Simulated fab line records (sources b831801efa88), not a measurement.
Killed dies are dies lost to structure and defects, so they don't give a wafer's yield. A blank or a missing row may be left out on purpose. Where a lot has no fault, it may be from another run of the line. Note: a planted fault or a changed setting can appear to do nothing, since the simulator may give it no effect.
2 desks looking at one fault	flow sfq_line	what lay behind the numbers comes last; until then each desk has only its own

TOOL OWNER'S DESK, rie_diel-03
The tool's own readings at SFQ_TRILAYER_L0_VIA_BARC_OPEN_VIA_ETCH_021 (etches BARC in O2, target depth 125 nm, time 41.7 s): means of the sampled wafers that have a number, for each lot that ran on this tool. A lot is out of limits, marked OUT, if its mean lies more than 4 standard deviations from the usual mean; the brackets give that distance.
Columns: A = chamber_pressure_mTorr at SFQ_TRILAYER_L0_VIA_BARC_OPEN_VIA_ETCH_021, usual 30.001 mTorr; B = drypump_motor_current_A at SFQ_TRILAYER_L0_VIA_BARC_OPEN_VIA_ETCH_021, usual 5.86 A; C = oes_product_au at SFQ_TRILAYER_L0_VIA_BARC_OPEN_VIA_ETCH_021, usual 0.685 a.u.
lot	first seen here	A	B	C
L153	day 7 01:35	29.995	5.76	0.685
L154	day 7 12:16	30.008	6.01	0.685
L159	day 8 17:49	29.992	6.04	0.690
L161	day 9 03:25	29.992	5.45	0.687
Finding of this desk: none of the 4 lots has anything out of limits.

METROLOGY DESK
Lot by lot, what the gauges showed, no matter which tool ran the lot: averages of those sampled wafers that carry a number. A lot is out of limits, marked OUT, if its mean lies more than 4 standard deviations from the usual mean; the brackets give that distance.
Columns: A = L0V_OVL at SFQ_L0V_OVL_MEAS_903, usual -2 nm
lot	first seen here	A
L153	day 7 01:33	-4
L154	day 7 12:14	1
L159	day 8 17:47	6
L161	day 9 03:23	-8
L165	day 10 00:59	-3
L168	day 10 22:35	4
Finding of this desk: none of the 6 lots has anything out of limits.

BROUGHT TOGETHER
The desk of the tool owner found nothing out of limits.
Metrology desk: nothing out of limits seen.

WHAT THE SIMULATOR PUT IN
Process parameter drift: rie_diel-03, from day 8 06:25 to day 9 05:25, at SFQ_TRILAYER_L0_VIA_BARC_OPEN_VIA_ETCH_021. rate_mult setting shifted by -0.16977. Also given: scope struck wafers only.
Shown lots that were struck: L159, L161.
